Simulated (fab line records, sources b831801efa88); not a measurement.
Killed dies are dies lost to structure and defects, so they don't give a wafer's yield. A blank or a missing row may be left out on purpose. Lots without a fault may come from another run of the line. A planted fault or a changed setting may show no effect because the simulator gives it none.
A struck lot beside a sound one | flow sky130 | 16 steps out of a route of 708
Sound: wafers L290.3, L290.4, L290.6. Struck: wafers L307.2, L307.3, L307.5. The cause comes at the end.
At each step with rows: each side's tool, then ch and its chambers, then its first start. Under that, the readings that differ: sound wafers | struck wafers | difference of the means | sigmas: that difference in standard deviations of wafers without a fault.
alike: readings whose means differ by less than 2 such deviations, and words and numbers that are the same on both sides. not compared: withheld readings, readings that some wafer has no value for, bounds like >300 that may hide the same value, and numbers for which the record gives no deviation and whose values overlap.
The two part at a step that has a row with sigmas, a row that says differs or no value, or rows on one side only. Numbers that don't overlap but have no deviation are shown without sigmas and don't part them. A reading that every wafer of one side lacks parts them only if that side has two wafers or more.

first, 1 step without rows for these wafers: SKY_METAL5_CLEAN_19 (cleans in O3/DIW).
SKY_PASSIVATION_CVD_00: deposits SiO2, target thk 90 nm.
  sound on pecvd-03 ch 0,1,2, day 43 22:21; struck on pecvd-03 ch 0,1, day 48 12:46
  alike: heater_power_w, rf_fwd_power_W
SKY_PASSIVATION_THK_MEAS_01:
  sound on film_metro-04, day 43 22:24; struck on film_metro-04, day 48 12:47
  alike: PASSIVATION_CVD_00_THK
SKY_PASSIVATION_CVD_02: deposits Si3N4, target thk 540 nm.
  sound on pecvd-02 ch 0,2, day 43 22:26; struck on pecvd-01 ch 0,1, day 48 12:50
  alike: heater_power_w, rf_fwd_power_W
SKY_PASSIVATION_THK_MEAS_03:
  sound on film_metro-04, day 43 22:41; struck on film_metro-01, day 48 13:04
  alike: PASSIVATION_CVD_02_THK
then, 7 steps without rows for these wafers: SKY_PASSIVATION_DEHYDRATE_04 (time 60 s); SKY_PASSIVATION_HMDS_05 (prime time 60 s); SKY_PASSIVATION_COAT_06 (resist thk 3000 nm); SKY_PASSIVATION_SOFTBAKE_07; SKY_PASSIVATION_EXPOSE_08 (exposes mask NSM, target cd 3000 nm); SKY_PASSIVATION_PEB_09; SKY_PASSIVATION_DEVELOP_10 (develop time 60 s).
SKY_PASSIVATION_ETCH_11: etches the open film in CF4/O2, stops on AlCu, target depth 725 nm, time 161.1 s.
  sound on rie_diel-03 ch 0,1, day 44 20:40; struck on rie_diel-01 ch 0,2,3, day 49 07:10
  reading                                       | sound          | struck         | difference | sigmas
  model.coat_of_PASSIVATION_COAT_06.thk_nm (nm) | 2477 2485 2500 | 2327 2319 2366 | -150       |
  alike: drypump_motor_current_A, oes_product_au, rf_fwd_power_W, throttle_valve_pct
  not compared: rf_hours_counter_h
SKY_PASSIVATION_STRIP_12: strips in O2/N2.
  sound on plasma_asher-03 ch 0,1, day 44 20:47; struck on plasma_asher-02 ch 0,1, day 49 07:16
  reading                      | sound             | struck            | difference | sigmas
  strip_time_to_endpoint_s (s) | 31.07 31.16 31.33 | 29.32 29.23 29.75 | -1.75      | -11
  alike: drypump_motor_current_A, oes_product_au
  not compared: rf_hours_counter_h
then, 1 step without rows for these wafers: SKY_PAD_OPEN_DEHYDRATE_00 (time 60 s).
SKY_PAD_OPEN_PROBE_99:
  the record has rows for the sound wafers here (prober-02, day 45 21:49) and none for the struck ones

WHERE THEY PART
First at SKY_PASSIVATION_STRIP_12; last, within this record, at SKY_PAD_OPEN_PROBE_99.

WHY: what the simulator had put in
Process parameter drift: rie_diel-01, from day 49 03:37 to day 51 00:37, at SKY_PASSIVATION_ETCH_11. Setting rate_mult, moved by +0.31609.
